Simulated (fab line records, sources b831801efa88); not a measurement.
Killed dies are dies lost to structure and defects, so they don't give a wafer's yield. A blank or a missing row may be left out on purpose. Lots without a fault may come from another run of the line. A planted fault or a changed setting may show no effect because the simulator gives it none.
A struck lot beside a sound one | flow sky130 | 18 steps out of a route of 708
Sound: wafers L730.1, L730.2, L730.3. Struck: wafer L737.6. (L737.1, L737.3 of the same lot were not struck and are left out.) The cause comes at the end.
At each step with rows: each side's tool, then ch and its chambers, then its first start. Under that, the readings that differ: sound wafers | struck wafers | difference of the means | sigmas: that difference in standard deviations of wafers without a fault.
alike: readings whose means differ by less than 2 such deviations, and words and numbers that are the same on both sides. not compared: withheld readings, readings that some wafer has no value for, bounds like >300 that may hide the same value, and numbers for which the record gives no deviation and whose values overlap.
The two part at a step that has a row with sigmas, a row that says differs or no value, or rows on one side only. Numbers that don't overlap but have no deviation are shown without sigmas and don't part them. A reading that every wafer of one side lacks parts them only if that side has two wafers or more.

first, 4 steps without rows for these wafers: SKY_METAL1_STRIP_21 (strips in post etch residue remover, time 1200 s); SKY_METAL1_CLEAN_22 (cleans in IPA, time 180 s); SKY_METAL1_CLEAN_23 (cleans in O3/DIW); SKY_VIA1_HDPCVD_00 (deposits SiO2, target thk 1030 nm, time 171.7 s).
SKY_VIA1_THK_MEAS_01:
  sound on film_metro-04, day 36 02:39; struck on film_metro-01, day 38 05:44
  alike: VIA1_HDPCVD_THK
SKY_VIA1_CMP_02: polishes SiO2.
  sound on cmp-02 ch 0,2,3, day 36 02:46; struck on cmp-02 ch 0, day 38 05:47
  alike: edge_zone_pressure_frac, motor_current_A, retaining_ring_pressure_frac
SKY_VIA1_BOW_MEAS_03:
  sound on film_metro-04, day 36 03:01; struck on film_metro-03, day 38 06:05
  alike: VIA1_BOW
then, 5 steps without rows for these wafers: SKY_VIA1_DEHYDRATE_04 (time 60 s); SKY_VIA1_HMDS_05 (prime time 60 s); SKY_VIA1_COAT_06 (resist thk 60 nm); SKY_VIA1_COAT_07 (resist thk 450 nm); SKY_VIA1_SOFTBAKE_08 (time 90 s).
SKY_VIA1_EXPOSE_09: exposes mask VIM, target cd 150 nm.
  sound on krf_scanner-02 ch 0, day 36 16:08; struck on krf_scanner-01 ch 0, day 38 18:51
  alike: mask, focus_offset_nm, reticle_temp_C
then, 2 steps without rows for these wafers: SKY_VIA1_PEB_10; SKY_VIA1_DEVELOP_11 (develop time 60 s).
SKY_VIA1_CD_MEAS_12: target cd 150 nm.
  sound on cd_sem-01, day 37 05:58; struck on cd_sem-01, day 39 09:00
  not compared: cd_nm
SKY_VIA1_OVL_MEAS_13:
  sound on overlay-01, day 37 06:05; struck on overlay-02, day 39 09:07
  not compared: VIA1_OVL
SKY_VIA1_ETCH_14: etches BARC in N2/H2, stops on SiO2, time 45.9 s, target depth 60 nm.
  sound on rie_diel-02 ch 0,1,3, day 37 06:08; struck on rie_diel-01 ch 3, day 39 09:10
  alike: drypump_motor_current_A, oes_product_au, throttle_valve_pct
  not compared: rf_hours_counter_h

WHERE THEY PART
Nowhere in this record.

WHY: what the simulator had put in
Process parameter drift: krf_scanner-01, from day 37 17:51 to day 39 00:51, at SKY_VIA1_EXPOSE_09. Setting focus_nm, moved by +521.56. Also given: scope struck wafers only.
